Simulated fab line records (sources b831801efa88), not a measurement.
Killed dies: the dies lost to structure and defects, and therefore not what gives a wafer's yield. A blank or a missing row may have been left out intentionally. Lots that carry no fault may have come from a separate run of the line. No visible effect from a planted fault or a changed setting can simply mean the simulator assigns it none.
Which tool was responsible?	flow sky130	11 lots with 33 wafers sampled at 4 steps, on a route of 708 steps

## WHAT EACH GAUGE READ, for each wafer
SKY_LDD_N_TW_MEAS_17.
lot	measured	on	LDD_N_TW
L346	day 18 00:54	filmMetro-01	2603 2623 2592
L347	day 18 16:02	filmMetro-03	2584 2587 2575
L348	day 19 00:34	filmMetro-01	2614 2623 2616
L350	day 19 13:42	filmMetro-04	2889 2865 2864
L351	day 20 04:07	filmMetro-04	2880 2864 2889
L358	day 22 15:25	filmMetro-01	2613 2600 2600
L359	day 23 06:34	filmMetro-03	2549 2569 2576
L361	day 24 01:55	filmMetro-03	2556 2570 2568
L362	day 24 23:59	filmMetro-03	2561 2563 2572
L364	day 25 00:55	filmMetro-03	2548 2565 2572
L366	day 25 14:11	filmMetro-04	2599 2599 2605

## EACH LOT AND THE TOOL THAT RAN IT (in order: tool; ch and the chambers of the sampled wafers; start)
lot	SKY_FIELD_ISO_CMP_27	SKY_LDD_N_IMPLANT_11	SKY_LDD_N_STRIP_16
L346	cmp-01 ch 0,3, day 2 16:44	implanter-01 ch 0, day 18 00:03	plasmaAsher-04 ch 1, day 18 00:48
L347	cmp-02 ch 1,2,3, day 2 21:32	implanter-01 ch 0, day 18 15:14	plasmaAsher-04 ch 0,1, day 18 15:56
L348	cmp-02 ch 1,2, day 2 23:50	implanter-02 ch 0, day 18 23:43	plasmaAsher-01 ch 0,1, day 19 00:28
L350	cmp-01 ch 0,2,3, day 3 13:13	implanter-01 ch 0, day 19 12:51	plasmaAsher-04 ch 0,1, day 19 13:36
L351	cmp-02 ch 1,3, day 3 17:38	implanter-01 ch 0, day 20 03:17	plasmaAsher-02 ch 0,1, day 20 04:00
L358	cmp-01 ch 0,2,3, day 5 03:50	implanter-01 ch 0, day 22 14:35	plasmaAsher-04 ch 0,1, day 22 15:18
L359	cmp-01 ch 0,1,2, day 5 12:38	implanter-01 ch 0, day 23 05:43	plasmaAsher-01 ch 0,1, day 23 06:28
L361	cmp-02 ch 1,2, day 5 23:40	implanter-03 ch 0, day 24 01:04	plasmaAsher-04 ch 0, day 24 01:49
L362	cmp-01 ch 0,3, day 6 06:19	implanter-03 ch 0, day 24 23:11	plasmaAsher-01 ch 0,1, day 24 23:53
L364	cmp-02 ch 0,1,2, day 6 13:05	implanter-01 ch 0, day 25 00:04	plasmaAsher-02 ch 0,1, day 25 00:49
L366	cmp-02 ch 0,1,2, day 7 00:36	implanter-01 ch 0, day 25 13:20	plasmaAsher-01 ch 1, day 25 14:04
- SKY_FIELD_ISO_CMP_27: polishes, stops on Si3N4, t overpolish 16 s, target thk 457.8 nm.
- SKY_LDD_N_IMPLANT_11
- SKY_LDD_N_STRIP_16: strips in O2/N2.

## THE ANSWER, worked out from the rows above alone
Rule: the usual values come from the lots themselves. Put in order of their means at a reading, lots are off if they are a third of the lots or fewer, leave a main group of 4 or more, and stand apart from it by a gap of 3 or more times the standard deviation of the main group's means; of several such gaps the widest counts. The tables above print the reading to a certain number of digits; a main group whose means all agree to those digits is not used. A lot without any number at a reading at which 4 lots or more have one is off too. The other lots that the step has rows for count as sound.
Off: at SKY_LDD_N_TW_MEAS_17 (LDD_N_TW), L350, L351. Mean 2585 and standard deviation 21 in the main group.
If a tool, at a process step before that reading, ran all the lots that are off and no sound lot after the first of them, it fits. Gauges at SKY_LDD_N_TW_MEAS_17: tried the same way as those tools. Of those tried, none fits.

## WHAT HAD BEEN PUT IN BY THE SIMULATOR
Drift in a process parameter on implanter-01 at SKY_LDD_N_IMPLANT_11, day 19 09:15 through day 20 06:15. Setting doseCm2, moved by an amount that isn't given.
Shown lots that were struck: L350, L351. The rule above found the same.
